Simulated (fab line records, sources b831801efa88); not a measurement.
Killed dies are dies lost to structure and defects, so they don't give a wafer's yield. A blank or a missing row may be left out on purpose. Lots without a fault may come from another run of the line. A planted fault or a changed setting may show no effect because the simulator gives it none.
Which tool did it? | flow gf180mcu | 15 lots, 45 wafers sampled, at 4 steps of a route of 602

WHAT THE GAUGES READ, wafer by wafer
GF_HV_LDD_TW_MEAS_23. Usual: HV_LDD_2_TW 1055, standard deviation 5.7.
lot  | measured     | on            | HV_LDD_2_TW    | flag
L487 | day 10 12:34 | film_metro-03 | 1060 1066 1059 |
L488 | day 11 00:07 | film_metro-03 | 1062 1058 1051 |
L489 | day 11 02:32 | film_metro-02 | 1052 1049 1049 |
L490 | day 11 15:47 | film_metro-01 | 1056 1056 1067 |
L492 | day 12 10:01 | film_metro-02 | 1051 1052 1050 |
L491 | day 12 11:13 | film_metro-01 | 1068 1057 1061 |
L495 | day 13 17:19 | film_metro-01 | 1063 1062 1066 |
L497 | day 14 10:10 | film_metro-02 | 1049 1053 1056 |
L498 | day 14 10:22 | film_metro-02 | 1055 1055 1056 |
L501 | day 15 06:07 | film_metro-01 | 30 30 30       | OFF
L500 | day 15 07:19 | film_metro-03 | 30 30 30       | OFF
L502 | day 15 20:58 | film_metro-02 | 30 30 30       | OFF
L508 | day 17 03:22 | film_metro-03 | 1063 1064 1058 |
L509 | day 17 09:50 | film_metro-03 | 1058 1058 1057 |
L510 | day 17 17:34 | film_metro-02 | 1050 1038 1048 |

GF_CONTACT_CD_MEAS_14: target cd 220 nm. Usual: cd_nm 220.2 nm, standard deviation 1.3.
lot  | measured     | on        | cd_nm (nm)        | flag
L487 | day 15 11:46 | cd_sem-01 | 218.7 217.5 220.9 |
L488 | day 16 02:23 | cd_sem-01 | 221.9 221.4 222.8 |
L489 | day 16 07:29 | cd_sem-02 | 221.0 220.3 220.2 |
L490 | day 17 00:16 | cd_sem-02 | 219.8 220.2 220.6 |
L492 | day 17 20:30 | cd_sem-02 | 220.1 219.2 220.2 |
L491 | day 17 21:39 | cd_sem-01 | 218.0 218.6 218.0 |
L495 | day 19 14:25 | cd_sem-02 | 219.0 220.4 221.5 |
L497 | day 20 11:22 | cd_sem-01 | 219.8 219.7 220.6 |
L498 | day 20 11:39 | cd_sem-02 | 220.1 219.9 221.1 |
L508 | day 23 08:57 | cd_sem-02 | 220.3 220.3 220.8 |
L509 | day 23 15:10 | cd_sem-02 | 218.9 220.0 219.9 |
L510 | day 24 00:18 | cd_sem-01 | 219.6 218.8 219.9 |

WHICH TOOL RAN EACH LOT (tool, then ch and the chambers of the sampled wafers, then the start)
lot  | GF_POLY_GATE_ETCH_13             | GF_HV_LDD_IMPLANT_21
L487 | rie_si-01 ch 0,1,2, day 8 23:55  | implanter-02 ch 0, day 10 12:20
L488 | rie_si-02 ch 1,2, day 9 09:31    | implanter-02 ch 0, day 10 23:54
L489 | rie_si-01 ch 0,1,2, day 9 12:07  | implanter-01 ch 0, day 11 02:19
L490 | rie_si-01 ch 0,1,2, day 10 02:06 | implanter-02 ch 0, day 11 15:33
L492 | rie_si-01 ch 0,1,2, day 10 18:35 | implanter-03 ch 0, day 12 09:46
L491 | rie_si-02 ch 1,2,3, day 10 20:31 | implanter-01 ch 0, day 12 10:58
L495 | rie_si-02 ch 0,1,3, day 11 21:46 | implanter-03 ch 0, day 13 17:04
L497 | rie_si-02 ch 0,1,2, day 12 12:00 | implanter-03 ch 0, day 14 09:56
L498 | rie_si-01 ch 0,1,2, day 12 12:10 | implanter-02 ch 0, day 14 10:07
L501 | rie_si-01 ch 0,1,3, day 13 10:18 | implanter-01, day 15 05:52
L500 | rie_si-02 ch 0,2,3, day 13 10:46 | implanter-02, day 15 07:05
L502 | rie_si-01 ch 1,2,3, day 14 00:27 | implanter-01, day 15 20:43
L508 | rie_si-01 ch 0,1,2, day 15 04:50 | implanter-01 ch 0, day 17 03:07
L509 | rie_si-01 ch 0,2, day 15 11:47   | implanter-01 ch 0, day 17 09:36
L510 | rie_si-01 ch 1,2, day 15 17:17   | implanter-02 ch 0, day 17 17:19
- GF_POLY_GATE_ETCH_13: etches poly-Si in HBr/Cl2, stops on SiO2, target depth 198.5 nm, time 69.6 s.
- GF_HV_LDD_IMPLANT_21

WHAT THE TOOLS THEMSELVES READ (means of the sampled wafers that have a number; where no wafer has one, the mark that the record gives instead)
GF_POLY_GATE_ETCH_13. Usual: drypump_motor_current_A 5.7 A, standard deviation 0.44; oes_product_au 0.993 a.u., standard deviation 0.009; throttle_valve_pct 33.684 %, standard deviation 0.0091.
lot  | tool      | drypump_motor_current_A (A) | oes_product_au (a.u.) | throttle_valve_pct (%) | flag
L487 | rie_si-01 | 5.8                         | 0.992                 | 33.693                 |
L488 | rie_si-02 | 5.3                         | 0.986                 | 33.694                 |
L489 | rie_si-01 | 5.8                         | 0.996                 | 33.678                 |
L490 | rie_si-01 | 5.8                         | 0.990                 | 33.679                 |
L492 | rie_si-01 | 5.8                         | 0.999                 | 33.687                 |
L491 | rie_si-02 | 5.6                         | 0.995                 | 33.685                 |
L495 | rie_si-02 | 5.5                         | 0.988                 | 33.679                 |
L497 | rie_si-02 | 5.6                         | 0.990                 | 33.686                 |
L498 | rie_si-01 | 5.9                         | 1.003                 | 33.686                 |
L501 | rie_si-01 | 5.7                         | 0.985                 | 33.679                 |
L500 | rie_si-02 | 5.9                         | 0.988                 | 33.687                 |
L502 | rie_si-01 | 5.5                         | 0.994                 | 33.681                 |
L508 | rie_si-01 | 5.8                         | 0.993                 | 33.677                 |
L509 | rie_si-01 | 6.1                         | 0.997                 | 33.676                 |
L510 | rie_si-01 | 5.6                         | 0.986                 | 33.687                 |

GF_HV_LDD_IMPLANT_21. Usual: beam_energy_keV 25.500, standard deviation 0.0071; beam_on_s 10.01 s, standard deviation 0.18.
lot  | tool         | beam_energy_keV | beam_on_s (s) | flag
L487 | implanter-02 | 25.491          | 9.95          |
L488 | implanter-02 | 25.497          | 10.18         |
L489 | implanter-01 | 25.503          | 9.98          |
L490 | implanter-02 | 25.512          | 10.14         |
L492 | implanter-03 | 25.502          | 9.96          |
L491 | implanter-01 | 25.500          | 10.13         |
L495 | implanter-03 | 25.506          | 9.99          |
L497 | implanter-03 | 25.490          | 9.95          |
L498 | implanter-02 | 25.490          | 10.23         |
L501 | implanter-01 | -               | -             | OFF
L500 | implanter-02 | -               | -             | OFF
L502 | implanter-01 | -               | -             | OFF
L508 | implanter-01 | 25.495          | 9.91          |
L509 | implanter-01 | 25.495          | 10.03         |
L510 | implanter-02 | 25.498          | 9.80          |

THE ANSWER, worked out from the rows above alone
Rule: a lot is off if the mean of its wafers that have a number lies more than 3 standard deviations from the usual mean. A lot without any number at a reading at which 4 lots or more have one is off too. The other lots that the step has rows for count as sound. The gauges are gone through in route order, then the tools' own readings, and for those a lot's mean is taken as printed above. The first step at which some lot is off is used, and at that step the reading that is off furthest; a lot without a number counts as furthest.
Off: L501, L500, L502, at GF_HV_LDD_TW_MEAS_23 (HV_LDD_2_TW).
A tool fits if, at a process step before that reading, it ran every lot that is off, and no sound lot after the first of them. The gauges at GF_HV_LDD_TW_MEAS_23 aren't tried: what is off there is off at GF_HV_LDD_IMPLANT_21 too, on other tools, and a gauge's error can't cause that. None of those tried fits.

WHAT THE SIMULATOR HAD PUT IN
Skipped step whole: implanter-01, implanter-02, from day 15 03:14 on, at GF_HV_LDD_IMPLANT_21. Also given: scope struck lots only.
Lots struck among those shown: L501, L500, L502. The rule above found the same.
